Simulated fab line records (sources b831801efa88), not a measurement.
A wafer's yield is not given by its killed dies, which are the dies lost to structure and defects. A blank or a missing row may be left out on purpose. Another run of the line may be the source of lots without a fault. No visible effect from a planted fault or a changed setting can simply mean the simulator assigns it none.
Check of tool commonality + flow gf180mcu + 13 lots and 39 wafers in the sample

WHY IT WAS OPENED
2 of 13 lots carry a flag on the reading LVPWELL_RS at GF_VT_IMPLANT_RS_MEAS_48. No-fault wafers: 1196.3 ohm/sq, standard deviation 2.4.
Rule: a lot gets a flag if all its wafers with a number sit over 4 standard deviations from that mean, or if no wafer of it has a number. As for the other lots, they are considered sound.

| lot  | measured     | on            | LVPWELL_RS (ohm/sq), wafer by wafer | flag    |
|------|--------------|---------------|-------------------------------------|---------|
| L956 | day 8 04:13  | film_metro-02 | 1196.0 1196.8 1198.5                |         |
| L957 | day 8 05:09  | film_metro-03 | 1198.1 1196.4 1196.3                |         |
| L960 | day 9 12:31  | film_metro-01 | 1198.0 1196.6 1194.0                |         |
| L962 | day 9 17:00  | film_metro-02 | 1199.0 1199.3 1197.5                |         |
| L963 | day 9 20:09  | film_metro-02 | 1200.1 1198.1 1197.9                |         |
| L965 | day 10 12:38 | film_metro-03 | 1194.7 1195.3 1196.0                |         |
| L966 | day 10 14:25 | film_metro-01 | 1199.7 1199.5 1200.1                |         |
| L967 | day 10 20:11 | film_metro-02 | 1196.6 1196.3 1197.2                |         |
| L968 | day 10 23:55 | film_metro-01 | 1202.4 1195.7 1200.6                |         |
| L973 | day 12 11:50 | film_metro-01 | 1148.8 1151.0 1150.9                | FLAGGED |
| L975 | day 13 09:26 | film_metro-03 | 1152.2 1151.3 1149.5                | FLAGGED |
| L976 | day 13 21:10 | film_metro-03 | 1195.4 1196.8 1197.4                |         |
| L978 | day 14 02:55 | film_metro-03 | 1191.0 1191.8 1191.9                |         |
The mean of the flagged lots' numbers is 1150.6 ohm/sq, -45.7 ohm/sq from the usual (-19 standard deviations).

LOT BY LOT: THE TOOL USED
The record holds 2 process steps before the reading, out of a route of 602 steps. Each cell gives the tool, then ch followed by the chambers the sampled wafers passed through, then the start.
| lot  | flag    | GF_STI_ETCH_14                  | GF_LVPWELL_IMPLANT_08          |
|------|---------|---------------------------------|--------------------------------|
| L956 |         | rie_si-01 ch 0,1,3, day 2 06:22 | implanter-04 ch 0, day 4 09:15 |
| L957 |         | rie_si-02 ch 0,2, day 2 11:49   | implanter-01 ch 0, day 4 10:23 |
| L960 |         | rie_si-01 ch 0,1,2, day 3 06:05 | implanter-01 ch 0, day 5 14:13 |
| L962 |         | rie_si-02 ch 0,1,3, day 3 13:35 | implanter-01 ch 0, day 5 17:52 |
| L963 |         | rie_si-01 ch 0,2,3, day 3 19:11 | implanter-04 ch 0, day 5 20:28 |
| L965 |         | rie_si-01 ch 0,1,3, day 4 10:56 | implanter-04 ch 0, day 6 09:34 |
| L966 |         | rie_si-02 ch 1,2,3, day 4 11:10 | implanter-01 ch 0, day 6 10:46 |
| L967 |         | rie_si-02 ch 0,1,2, day 4 17:02 | implanter-03 ch 0, day 6 15:58 |
| L968 |         | rie_si-01 ch 0,1,2, day 4 19:47 | implanter-01 ch 0, day 6 19:16 |
| L973 | FLAGGED | rie_si-01 ch 0,2, day 5 21:35   | implanter-04 ch 0, day 8 00:11 |
| L975 | FLAGGED | rie_si-02 ch 0,1,2, day 6 10:05 | implanter-04 ch 0, day 8 19:38 |
| L976 |         | rie_si-02 ch 0,1,3, day 6 15:14 | implanter-01 ch 0, day 9 05:13 |
| L978 |         | rie_si-01 ch 1,2,3, day 6 23:49 | implanter-01 ch 0, day 9 09:28 |
What the steps here do:
- GF_STI_ETCH_14: etches Si in HBr/Cl2/O2, target depth 360 nm, time 102.9 s.
- GF_LVPWELL_IMPLANT_08
- GF_VT_IMPLANT_RS_MEAS_48: measures by four-point-probe.

FLAGGED AGAINST TOTAL, ONE TOOL AT A TIME (gauges that did the reading follow at the end)
| step                     | tool          | lots run | flagged | share of the flagged lots | sound lots run after its first flagged lot |
|--------------------------|---------------|----------|---------|---------------------------|--------------------------------------------|
| GF_STI_ETCH_14           | rie_si-01     | 7        | 1       | some                      | 1 (L978)                                   |
| GF_STI_ETCH_14           | rie_si-02     | 6        | 1       | some                      | 1 (L976)                                   |
| GF_LVPWELL_IMPLANT_08    | implanter-01  | 7        | 0       | none                      | -                                          |
| GF_LVPWELL_IMPLANT_08    | implanter-03  | 1        | 0       | none                      | -                                          |
| GF_LVPWELL_IMPLANT_08    | implanter-04  | 5        | 2       | all                       | 0                                          |
| GF_VT_IMPLANT_RS_MEAS_48 | film_metro-01 | 4        | 1       | some                      | 0                                          |
| GF_VT_IMPLANT_RS_MEAS_48 | film_metro-02 | 4        | 0       | none                      | -                                          |
| GF_VT_IMPLANT_RS_MEAS_48 | film_metro-03 | 5        | 1       | some                      | 2 (L976,L978)                              |

WHAT THE TABLE ALLOWS
In the table, 1 row covers all flagged lots: implanter-04 at GF_LVPWELL_IMPLANT_08.
- implanter-04 at GF_LVPWELL_IMPLANT_08: 2 of its 5 lots flagged. Its last sound lot is L965 (day 6 09:34), its first flagged lot L973 (day 8 00:11): a fault that began between those two fits. Its own readings lie more than 4 standard deviations out on every wafer of the flagged lots: beam_energy_keV.
One tool is left: implanter-04 at GF_LVPWELL_IMPLANT_08.

WHAT HAD BEEN PUT IN BY THE SIMULATOR
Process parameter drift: implanter-04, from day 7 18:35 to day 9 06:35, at GF_LVPWELL_IMPLANT_08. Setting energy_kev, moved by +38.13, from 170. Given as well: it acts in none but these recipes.
Struck lots among those shown: L973, L975. The rule above found the same.
